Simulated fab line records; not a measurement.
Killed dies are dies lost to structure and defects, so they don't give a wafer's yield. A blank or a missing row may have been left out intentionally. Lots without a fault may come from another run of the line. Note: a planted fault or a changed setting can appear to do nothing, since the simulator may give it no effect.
Comparing a struck lot with a sound one -- flow sky130 -- 14 steps out of a route of 708
Sound: wafers L736.1, L736.2, L736.3. Wafers struck: L745.2, L745.3, L745.5. The cause is named last.
Order at every step that has rows: each side's tool, ch and its chambers, its first start. Under that, the readings that differ: sound wafers -- struck wafers -- difference of the means -- sigmas: that difference in standard deviations of wafers without a fault.
alike: words and numbers the same on both sides, and readings whose means are apart by under 2 such deviations; not compared: readings that were withheld, readings missing a value for some wafer, numbers with overlapping values and no deviation given by the record, and bounds like >300 which may hide the same value.
Wherever a step has rows on one side only, a row that says differs or no value, or a row with sigmas, the two part there. Non-overlapping numbers with no deviation appear without sigmas and do not part them. Lack of a reading on every wafer of one side parts them only where that side has two or more wafers.

first, 4 steps without rows for these wafers: SKY_METAL2_STRIP_21 (strips in post etch residue remover, time 1200 s); SKY_METAL2_CLEAN_22 (cleans in IPA, time 180 s); SKY_METAL2_CLEAN_23 (cleans in O3/DIW); SKY_VIA2_HDPCVD_00 (deposits SiO2, target thk 1180 nm, time 196.7 s).
SKY_VIA2_THK_MEAS_01:
  sound: film metro-04 at day 35 17:04; struck: film metro-01 at day 38 16:10
  alike: VIA2_HDPCVD_THK
SKY_VIA2_CMP_02: polishes SiO2.
  sound on cmp-02 ch 0,1,2, day 35 17:08; struck on cmp-02 ch 0,2,3, day 38 16:13
  alike: motor current A
SKY_VIA2_BOW_MEAS_03:
  sound: film metro-01 at day 35 17:26; struck: film metro-02 at day 38 16:32
  alike: VIA2_BOW
then, 5 steps without rows for these wafers: SKY_VIA2_DEHYDRATE_04 (time 60 s); SKY_VIA2_HMDS_05 (prime time 60 s); SKY_VIA2_COAT_06 (resist thk 60 nm); SKY_VIA2_COAT_07 (resist thk 450 nm); SKY_VIA2_SOFTBAKE_08 (time 90 s).
SKY_VIA2_EXPOSE_09: exposes mask VIM2, target cd 200 nm.
  struck on krf scanner-01, day 39 05:18; sound on krf scanner-02 ch 0, day 36 07:05
  no value came back on the struck wafers for exposure dose mJ cm2, focus offset nm (nm); on the sound wafers exposure dose mJ cm2 reads 38.02 37.93 38.01
  alike: mask
next, for these wafers, 1 step has no rows: SKY_VIA2_PEB_10.

## WHERE THEY PART
Within this record, at SKY_VIA2_EXPOSE_09 only.

WHY: what had been put in by the simulator
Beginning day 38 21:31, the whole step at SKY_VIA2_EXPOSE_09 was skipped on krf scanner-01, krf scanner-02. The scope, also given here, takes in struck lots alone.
